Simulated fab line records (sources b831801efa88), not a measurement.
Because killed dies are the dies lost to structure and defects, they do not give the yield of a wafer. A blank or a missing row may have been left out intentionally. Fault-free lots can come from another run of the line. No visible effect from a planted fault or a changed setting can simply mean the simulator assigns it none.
Which of the tools did it?    flow sky130    30 wafers from 10 lots sampled at 5 of the route's 708 steps

== WHAT THE GAUGES SHOWED, per wafer ==
SKY_METAL1_CD_MEAS_15 targets a cd of 140 nm.
lot   measured      on         cd_nm (nm)
L764  day 33 05:20  cd_sem-01  139.6 140.0 139.1
L765  day 33 16:32  cd_sem-01  141.1 140.6 138.9
L766  day 33 18:25  cd_sem-02  142.3 142.0 140.5
L767  day 34 00:59  cd_sem-02  140.5 140.7 141.3
L769  day 35 19:04  cd_sem-02  140.9 140.0 140.3
L773  day 36 23:58  cd_sem-02  141.9 141.1 142.2
L780  day 39 02:04  cd_sem-01  140.3 141.7 141.2
L782  day 39 12:13  cd_sem-01  140.6 142.6 140.8
L784  day 39 19:20  cd_sem-01  138.6 139.6 140.1
L786  day 40 01:53  cd_sem-02  138.6 137.7 137.0

SKY_VIA1_RS_MEAS_22: the measuring method here is four-point-probe.
lot   measured      on             VIA1_W_RS (ohm/sq)
L764  day 34 10:49  film_metro-01  0.438 0.423 0.434
L765  day 34 21:38  film_metro-01  0.430 0.424 0.436
L766  day 34 23:33  film_metro-02  0.413 0.418 0.419
L767  day 35 06:01  film_metro-02  0.426 0.424 0.414
L769  day 37 00:24  film_metro-01  0.417 0.427 0.428
L773  day 38 04:59  film_metro-03  0.430 0.429 0.423
L780  day 40 05:53  film_metro-01  0.430 0.427 0.427
L782  day 40 15:23  film_metro-02  0.422 0.426 0.424
L784  day 40 22:52  film_metro-03  0.422 0.428 0.424
L786  day 41 04:18  film_metro-02  0.422 0.421 0.420

SKY_METAL2_THK_MEAS_06: measures by xrf.
lot   measured      on             METAL2_ALCU_THK (nm)
L764  day 34 11:33  film_metro-02  244.2 246.1 242.9
L765  day 34 22:22  film_metro-04  245.5 248.3 247.8
L766  day 35 00:17  film_metro-02  246.8 244.5 245.9
L767  day 35 06:45  film_metro-03  248.3 249.9 253.1
L769  day 37 01:07  film_metro-03  250.2 250.2 250.4
L773  day 38 05:43  film_metro-04  249.8 247.7 251.0
L780  day 40 06:37  film_metro-04  248.6 248.8 250.0
L782  day 40 16:50  film_metro-03  244.1 270.7 269.7
L784  day 41 00:01  film_metro-03  252.7 253.2 252.2
L786  day 41 05:02  film_metro-02  251.7 249.8 254.8

== TOOL THAT RAN EACH LOT (tool first, then ch and the chambers of the sampled wafers, then the start) ==
lot   SKY_METAL1_METAL_ETCH_19           SKY_METAL2_SPUTTER_04
L764  rie_metal-04 ch 0,1, day 33 05:35  pvd_sputter-02, day 34 11:23
L765  rie_metal-02 ch 0,1, day 33 16:47  pvd_sputter-01, day 34 22:12
L766  rie_metal-02 ch 0,1, day 33 18:40  pvd_sputter-02, day 35 00:07
L767  rie_metal-04 ch 0, day 34 01:15    pvd_sputter-02, day 35 06:35
L769  rie_metal-01 ch 0,1, day 35 19:19  pvd_sputter-01, day 37 00:56
L773  rie_metal-02 ch 0,1, day 37 00:12  pvd_sputter-01, day 38 05:32
L780  rie_metal-02 ch 0,1, day 39 02:17  pvd_sputter-04, day 40 06:26
L782  rie_metal-01 ch 0,1, day 39 12:28  pvd_sputter-01, day 40 16:40
L784  rie_metal-04 ch 0,1, day 39 19:34  pvd_sputter-04, day 40 23:50
L786  rie_metal-02 ch 0,1, day 40 02:08  pvd_sputter-02, day 41 04:52
- SKY_METAL1_METAL_ETCH_19: etches the open film in Cl2/BCl3, stops on SiO2, target depth 360 nm, time 78 s.
- SKY_METAL2_SPUTTER_04: material TiN, target thk 70 nm, time 58.3 s.

== WHAT THE TOOLS THEMSELVES READ (means of the sampled wafers that have a number; where no wafer has one, the mark that the record gives instead) ==
SKY_METAL1_METAL_ETCH_19.
lot   tool          drypump_motor_current_A (A)  oes_product_au (a.u.)  throttle_valve_pct (%)
L764  rie_metal-04  5.98                         0.849                  22.262
L765  rie_metal-02  5.83                         0.861                  22.269
L766  rie_metal-02  5.87                         0.854                  22.274
L767  rie_metal-04  6.10                         0.858                  22.278
L769  rie_metal-01  5.83                         0.849                  22.262
L773  rie_metal-02  5.89                         0.862                  22.263
L780  rie_metal-02  5.87                         0.855                  22.266
L782  rie_metal-01  5.85                         0.856                  22.256
L784  rie_metal-04  6.01                         0.858                  22.268
L786  rie_metal-02  5.88                         0.851                  22.270

SKY_METAL2_SPUTTER_04.
lot   tool            throttle_valve_pct (%)
L764  pvd_sputter-02  30.1
L765  pvd_sputter-01  29.6
L766  pvd_sputter-02  29.5
L767  pvd_sputter-02  30.2
L769  pvd_sputter-01  29.2
L773  pvd_sputter-01  29.6
L780  pvd_sputter-04  31.0
L782  pvd_sputter-01  30.3
L784  pvd_sputter-04  30.9
L786  pvd_sputter-02  30.1

== THE ANSWER, worked out from the rows above alone ==
Rule: the usual values come from the lots themselves. Put in order of their means at a reading, lots are off if they are a third of the lots or fewer, leave a main group of 4 or more, and stand apart from it by a gap of 3 or more times the standard deviation of the main group's means; of several such gaps the widest counts. A main group is skipped when, at the precision printed for the reading in the tables above, its means are all equal. Also off: a lot with no number at a reading for which 4 or more lots have one. Any other lot the step has rows for is counted as sound. The gauges are gone through in route order, then the tools' own readings, and for those a lot's mean is taken as printed above. The first step at which some lot is off is used, and at that step the reading that is off furthest; a lot without a number counts as furthest.
Off: L782, at SKY_METAL2_THK_MEAS_06 (METAL2_ALCU_THK). Main group: mean 249.1 nm, sd 2.6.
A tool fits if, at a process step before that reading, it ran every lot that is off, and no sound lot after the first of them. The gauges at SKY_METAL2_THK_MEAS_06 are tried like those tools. Can't be told from this: 2 tools fit, rie_metal-01 at SKY_METAL1_METAL_ETCH_19, pvd_sputter-01 at SKY_METAL2_SPUTTER_04.

== WHAT WAS PUT IN BY THE SIMULATOR ==
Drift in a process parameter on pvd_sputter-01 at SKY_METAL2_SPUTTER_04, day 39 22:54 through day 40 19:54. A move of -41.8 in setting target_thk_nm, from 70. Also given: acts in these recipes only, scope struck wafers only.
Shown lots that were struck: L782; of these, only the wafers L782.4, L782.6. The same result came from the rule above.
